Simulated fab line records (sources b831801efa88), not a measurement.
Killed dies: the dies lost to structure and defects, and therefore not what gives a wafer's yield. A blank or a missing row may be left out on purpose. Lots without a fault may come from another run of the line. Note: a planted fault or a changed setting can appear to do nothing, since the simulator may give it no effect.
The tool behind it: which one? :: flow gf180mcu :: 13 lots with 39 wafers sampled at 6 steps, on a route of 602 steps

## WHAT THE GAUGES SHOWED, per wafer
GF_MVPSD_OVL_MEAS_07. Usual: MVPSD_OVL typically reads 0.2 nm, with standard deviation 1.3.
lot: L187
measured: day 5 23:49
on: overlay-02
MVPSD_OVL (nm): -0.2 -0.3 1.1
flag: 

lot: L188
measured: day 6 03:20
on: overlay-02
MVPSD_OVL (nm): 0.4 0.5 1.0
flag: 

lot: L190
measured: day 6 08:05
on: overlay-02
MVPSD_OVL (nm): -1.0 0.5 0.1
flag: 

lot: L192
measured: day 6 23:59
on: overlay-01
MVPSD_OVL (nm): -1.1 -0.9 0.8
flag: 

lot: L193
measured: day 7 09:46
on: overlay-01
MVPSD_OVL (nm): 1.3 2.4 0.7
flag: 

lot: L194
measured: day 7 14:23
on: overlay-01
MVPSD_OVL (nm): -1.3 -0.5 0.3
flag: 

lot: L196
measured: day 8 03:48
on: overlay-01
MVPSD_OVL (nm): - - -
flag: OFF

lot: L197
measured: day 8 07:31
on: overlay-01
MVPSD_OVL (nm): -0.8 0.4 -0.8
flag: 

lot: L201
measured: day 9 07:32
on: overlay-02
MVPSD_OVL (nm): 0.5 1.5 3.2
flag: 

lot: L204
measured: day 10 04:42
on: overlay-02
MVPSD_OVL (nm): 0.9 2.3 2.1
flag: 

lot: L205
measured: day 10 11:32
on: overlay-02
MVPSD_OVL (nm): 0.6 1.0 -0.1
flag: 

lot: L206
measured: day 10 16:38
on: overlay-01
MVPSD_OVL (nm): -2.4 -0.7 0.3
flag: 

lot: L207
measured: day 10 21:08
on: overlay-01
MVPSD_OVL (nm): 0.6 0.0 -0.9
flag: 

GF_MVPSD_TW_MEAS_11. Usual: MVPSD_TW typically reads 556, with standard deviation 7.3.
lot: L187
measured: day 6 00:14
on: filmMetro-04
MVPSD_TW: 563 559 560
flag: 

lot: L188
measured: day 6 03:47
on: filmMetro-01
MVPSD_TW: 542 541 545
flag: 

lot: L190
measured: day 6 08:31
on: filmMetro-03
MVPSD_TW: 552 559 556
flag: 

lot: L192
measured: day 7 00:25
on: filmMetro-01
MVPSD_TW: 545 549 544
flag: 

lot: L193
measured: day 7 10:11
on: filmMetro-03
MVPSD_TW: 558 556 556
flag: 

lot: L194
measured: day 7 14:50
on: filmMetro-03
MVPSD_TW: 555 555 554
flag: 

lot: L196
measured: day 8 04:14
on: filmMetro-04
MVPSD_TW: 30 31 30
flag: OFF

lot: L197
measured: day 8 07:57
on: filmMetro-01
MVPSD_TW: 544 543 542
flag: 

lot: L201
measured: day 9 07:59
on: filmMetro-01
MVPSD_TW: 555 549 552
flag: 

lot: L204
measured: day 10 05:08
on: filmMetro-04
MVPSD_TW: 563 562 562
flag: 

lot: L205
measured: day 10 11:58
on: filmMetro-04
MVPSD_TW: 558 560 560
flag: 

lot: L206
measured: day 10 17:04
on: filmMetro-03
MVPSD_TW: 561 566 566
flag: 

lot: L207
measured: day 10 21:35
on: filmMetro-04
MVPSD_TW: 562 560 562
flag: 

GF_VT_IMPLANT_TW_MEAS_10. Usual: VT_IMPLANT_TW typically reads 569, with standard deviation 5.1.
lot: L187
measured: day 6 16:29
on: filmMetro-03
VT_IMPLANT_TW: 569 564 565
flag: 

lot: L188
measured: day 6 19:33
on: filmMetro-02
VT_IMPLANT_TW: 561 559 560
flag: 

lot: L190
measured: day 7 00:20
on: filmMetro-04
VT_IMPLANT_TW: 577 576 575
flag: 

lot: L192
measured: day 7 17:06
on: filmMetro-02
VT_IMPLANT_TW: 563 564 567
flag: 

lot: L193
measured: day 8 03:41
on: filmMetro-02
VT_IMPLANT_TW: 564 568 565
flag: 

lot: L194
measured: day 8 08:11
on: filmMetro-02
VT_IMPLANT_TW: 563 565 565
flag: 

lot: L196
measured: day 8 21:31
on: filmMetro-02
VT_IMPLANT_TW: 693 699 699
flag: OFF

lot: L197
measured: day 9 01:24
on: filmMetro-03
VT_IMPLANT_TW: 561 561 561
flag: 

lot: L201
measured: day 10 01:16
on: filmMetro-04
VT_IMPLANT_TW: 570 572 570
flag: 

lot: L204
measured: day 10 22:54
on: filmMetro-03
VT_IMPLANT_TW: 577 573 576
flag: 

lot: L205
measured: day 11 06:18
on: filmMetro-02
VT_IMPLANT_TW: 567 565 568
flag: 

lot: L206
measured: day 11 12:08
on: filmMetro-03
VT_IMPLANT_TW: 571 570 574
flag: 

lot: L207
measured: day 11 16:35
on: filmMetro-03
VT_IMPLANT_TW: 571 574 571
flag: 

GF_CONTACT_CD_MEAS_14: the cd target is 220 nm. Usual: 219.8 nm for cdNm, sd 1.6.
lot: L187
measured: day 17 21:53
on: cdSem-01
cdNm (nm): 223.0 222.6 222.2
flag: 

lot: L188
measured: day 18 00:29
on: cdSem-01
cdNm (nm): 220.8 221.3 220.3
flag: 

lot: L190
measured: day 18 07:05
on: cdSem-02
cdNm (nm): 217.5 218.1 217.9
flag: 

lot: L192
measured: day 19 01:54
on: cdSem-02
cdNm (nm): 220.0 218.5 218.8
flag: 

lot: L193
measured: day 19 17:12
on: cdSem-01
cdNm (nm): 220.8 219.7 220.5
flag: 

lot: L194
measured: day 20 04:41
on: cdSem-02
cdNm (nm): 218.8 219.9 220.0
flag: 

lot: L196
measured: day 20 12:31
on: cdSem-02
cdNm (nm): 222.1 221.9 222.8
flag: 

lot: L197
measured: day 20 22:27
on: cdSem-01
cdNm (nm): 223.4 221.9 221.2
flag: 

lot: L201
measured: day 22 07:39
on: cdSem-02
cdNm (nm): 220.8 220.1 221.8
flag: 

lot: L204
measured: day 23 11:10
on: cdSem-02
cdNm (nm): 217.7 218.5 218.7
flag: 

lot: L205
measured: day 23 14:36
on: cdSem-02
cdNm (nm): 219.8 218.9 219.7
flag: 

lot: L206
measured: day 23 23:03
on: cdSem-02
cdNm (nm): 220.2 218.3 218.3
flag: 

lot: L207
measured: day 24 07:41
on: cdSem-01
cdNm (nm): 220.1 220.9 221.0
flag: 

## EACH LOT AND THE TOOL THAT RAN IT (in order: tool; ch and the chambers of the sampled wafers; start)
lot: L187
GF_MVPSD_EXPOSE_04: ilineStepper-02 ch 0, day 5 16:46
GF_VT_IMPLANT_STRIP_42: plasmaAsher-02 ch 0,1, day 8 17:47

lot: L188
GF_MVPSD_EXPOSE_04: ilineStepper-01 ch 0, day 5 21:02
GF_VT_IMPLANT_STRIP_42: plasmaAsher-04 ch 0,1, day 8 22:41

lot: L190
GF_MVPSD_EXPOSE_04: ilineStepper-02 ch 0, day 6 00:31
GF_VT_IMPLANT_STRIP_42: plasmaAsher-01 ch 0,1, day 9 02:53

lot: L192
GF_MVPSD_EXPOSE_04: ilineStepper-01 ch 0, day 6 16:52
GF_VT_IMPLANT_STRIP_42: plasmaAsher-02 ch 0,1, day 9 21:11

lot: L193
GF_MVPSD_EXPOSE_04: ilineStepper-01 ch 0, day 7 01:13
GF_VT_IMPLANT_STRIP_42: plasmaAsher-02 ch 0,1, day 10 08:03

lot: L194
GF_MVPSD_EXPOSE_04: ilineStepper-02 ch 0, day 7 07:22
GF_VT_IMPLANT_STRIP_42: plasmaAsher-01 ch 0,1, day 10 13:41

lot: L196
GF_MVPSD_EXPOSE_04: ilineStepper-02 ch 0, day 7 18:46
GF_VT_IMPLANT_STRIP_42: plasmaAsher-01 ch 0,1, day 11 02:32

lot: L197
GF_MVPSD_EXPOSE_04: ilineStepper-02 ch 0, day 7 23:46
GF_VT_IMPLANT_STRIP_42: plasmaAsher-04 ch 0,1, day 11 08:11

lot: L201
GF_MVPSD_EXPOSE_04: ilineStepper-01 ch 0, day 8 23:11
GF_VT_IMPLANT_STRIP_42: plasmaAsher-04 ch 0,1, day 12 10:44

lot: L204
GF_MVPSD_EXPOSE_04: ilineStepper-01 ch 0, day 9 19:56
GF_VT_IMPLANT_STRIP_42: plasmaAsher-01 ch 1, day 13 09:24

lot: L205
GF_MVPSD_EXPOSE_04: ilineStepper-02 ch 0, day 10 01:56
GF_VT_IMPLANT_STRIP_42: plasmaAsher-02 ch 0,1, day 13 16:59

lot: L206
GF_MVPSD_EXPOSE_04: ilineStepper-02 ch 0, day 10 08:20
GF_VT_IMPLANT_STRIP_42: plasmaAsher-02 ch 0,1, day 13 23:08

lot: L207
GF_MVPSD_EXPOSE_04: ilineStepper-01 ch 0, day 10 13:02
GF_VT_IMPLANT_STRIP_42: plasmaAsher-04 ch 0,1, day 14 04:08
- GF_MVPSD_EXPOSE_04: exposes mask MVPSD, target cd 1000 nm.
- GF_VT_IMPLANT_STRIP_42: strips in O2/N2.

## WHAT THE TOOLS THEMSELVES READ (means of the sampled wafers that have a number; where no wafer has one, the mark that the record gives instead)
GF_MVPSD_EXPOSE_04. Usual: 23.00 C for reticleTempC, sd 0.1.
lot: L187
tool: ilineStepper-02
reticleTempC (C): 23.06
flag: 

lot: L188
tool: ilineStepper-01
reticleTempC (C): 23.00
flag: 

lot: L190
tool: ilineStepper-02
reticleTempC (C): 23.00
flag: 

lot: L192
tool: ilineStepper-01
reticleTempC (C): 23.09
flag: 

lot: L193
tool: ilineStepper-01
reticleTempC (C): 23.12
flag: 

lot: L194
tool: ilineStepper-02
reticleTempC (C): 23.00
flag: 

lot: L196
tool: ilineStepper-02
reticleTempC (C): 22.86
flag: 

lot: L197
tool: ilineStepper-02
reticleTempC (C): 23.02
flag: 

lot: L201
tool: ilineStepper-01
reticleTempC (C): 23.05
flag: 

lot: L204
tool: ilineStepper-01
reticleTempC (C): 23.05
flag: 

lot: L205
tool: ilineStepper-02
reticleTempC (C): 22.98
flag: 

lot: L206
tool: ilineStepper-02
reticleTempC (C): 22.96
flag: 

lot: L207
tool: ilineStepper-01
reticleTempC (C): 22.99
flag: 

GF_VT_IMPLANT_STRIP_42. Usual: chamberPressureMTorr 1500.0 mTorr, standard deviation 1.3; drypumpMotorCurrentA 5.7 A, standard deviation 0.55; heaterPowerW 335 W, standard deviation 42; oesProductAu 0.716 a.u., standard deviation 0.004; platenTempC 249.98 C, standard deviation 0.18; stripTimeToEndpointS 12.62 s, standard deviation 0.035.
lot: L187
tool: plasmaAsher-02
chamberPressureMTorr (mTorr): 1498.1
drypumpMotorCurrentA (A): 5.4
heaterPowerW (W): 362
oesProductAu (a.u.): 0.718
platenTempC (C): 249.90
stripTimeToEndpointS (s): 12.61
flag: 

lot: L188
tool: plasmaAsher-04
chamberPressureMTorr (mTorr): 1500.1
drypumpMotorCurrentA (A): 6.3
heaterPowerW (W): 358
oesProductAu (a.u.): 0.715
platenTempC (C): 249.75
stripTimeToEndpointS (s): 12.64
flag: 

lot: L190
tool: plasmaAsher-01
chamberPressureMTorr (mTorr): 1500.5
drypumpMotorCurrentA (A): 5.3
heaterPowerW (W): 316
oesProductAu (a.u.): 0.720
platenTempC (C): 250.04
stripTimeToEndpointS (s): 12.67
flag: 

lot: L192
tool: plasmaAsher-02
chamberPressureMTorr (mTorr): 1499.3
drypumpMotorCurrentA (A): 5.5
heaterPowerW (W): 330
oesProductAu (a.u.): 0.714
platenTempC (C): 250.22
stripTimeToEndpointS (s): 12.60
flag: 

lot: L193
tool: plasmaAsher-02
chamberPressureMTorr (mTorr): 1500.1
drypumpMotorCurrentA (A): 5.5
heaterPowerW (W): 327
oesProductAu (a.u.): 0.713
platenTempC (C): 249.86
stripTimeToEndpointS (s): 12.69
flag: 

lot: L194
tool: plasmaAsher-01
chamberPressureMTorr (mTorr): 1500.6
drypumpMotorCurrentA (A): 5.3
heaterPowerW (W): 317
oesProductAu (a.u.): 0.718
platenTempC (C): 249.90
stripTimeToEndpointS (s): 12.64
flag: 

lot: L196
tool: plasmaAsher-01
chamberPressureMTorr (mTorr): 1500.6
drypumpMotorCurrentA (A): 5.3
heaterPowerW (W): 319
oesProductAu (a.u.): 0.721
platenTempC (C): 250.11
stripTimeToEndpointS (s): 12.57
flag: 

lot: L197
tool: plasmaAsher-04
chamberPressureMTorr (mTorr): 1500.5
drypumpMotorCurrentA (A): 5.9
heaterPowerW (W): 321
oesProductAu (a.u.): 0.714
platenTempC (C): 250.14
stripTimeToEndpointS (s): 12.62
flag: 

lot: L201
tool: plasmaAsher-04
chamberPressureMTorr (mTorr): 1499.7
drypumpMotorCurrentA (A): 5.9
heaterPowerW (W): 320
oesProductAu (a.u.): 0.712
platenTempC (C): 249.99
stripTimeToEndpointS (s): 12.60
flag: 

lot: L204
tool: plasmaAsher-01
chamberPressureMTorr (mTorr): 1500.7
drypumpMotorCurrentA (A): 6.2
heaterPowerW (W): 326
oesProductAu (a.u.): 0.714
platenTempC (C): 250.09
stripTimeToEndpointS (s): 12.62
flag: 

lot: L205
tool: plasmaAsher-02
chamberPressureMTorr (mTorr): 1500.5
drypumpMotorCurrentA (A): 5.4
heaterPowerW (W): 359
oesProductAu (a.u.): 0.722
platenTempC (C): 249.96
stripTimeToEndpointS (s): 12.67
flag: 

lot: L206
tool: plasmaAsher-02
chamberPressureMTorr (mTorr): 1500.4
drypumpMotorCurrentA (A): 5.5
heaterPowerW (W): 333
oesProductAu (a.u.): 0.717
platenTempC (C): 249.94
stripTimeToEndpointS (s): 12.63
flag: 

lot: L207
tool: plasmaAsher-04
chamberPressureMTorr (mTorr): 1500.1
drypumpMotorCurrentA (A): 5.9
heaterPowerW (W): 327
oesProductAu (a.u.): 0.717
platenTempC (C): 249.83
stripTimeToEndpointS (s): 12.64
flag: 

## THE ANSWER, worked out from the rows above alone
Rule: lot off if the mean of its wafers having a number is beyond 3 standard deviations from the usual mean. A lot without any number at a reading at which 4 lots or more have one is off too. Where the step has rows for the other lots, those lots are counted as sound. The gauges are gone through in route order, then the tools' own readings, and for those a lot's mean is taken as printed above. The first step at which some lot is off is used, and at that step the reading that is off furthest; a lot without a number counts as furthest.
Off: at GF_MVPSD_OVL_MEAS_07 (MVPSD_OVL), L196. Without a number there: L196.
If a tool, at a process step before that reading, ran all the lots that are off and no sound lot after the first of them, it fits. Not tried: the gauges at GF_MVPSD_OVL_MEAS_07; whatever is off there is also off at GF_MVPSD_TW_MEAS_11, on other tools, and gauge error can't account for it. None of those tried fits.

## WHAT THE SIMULATOR PUT IN
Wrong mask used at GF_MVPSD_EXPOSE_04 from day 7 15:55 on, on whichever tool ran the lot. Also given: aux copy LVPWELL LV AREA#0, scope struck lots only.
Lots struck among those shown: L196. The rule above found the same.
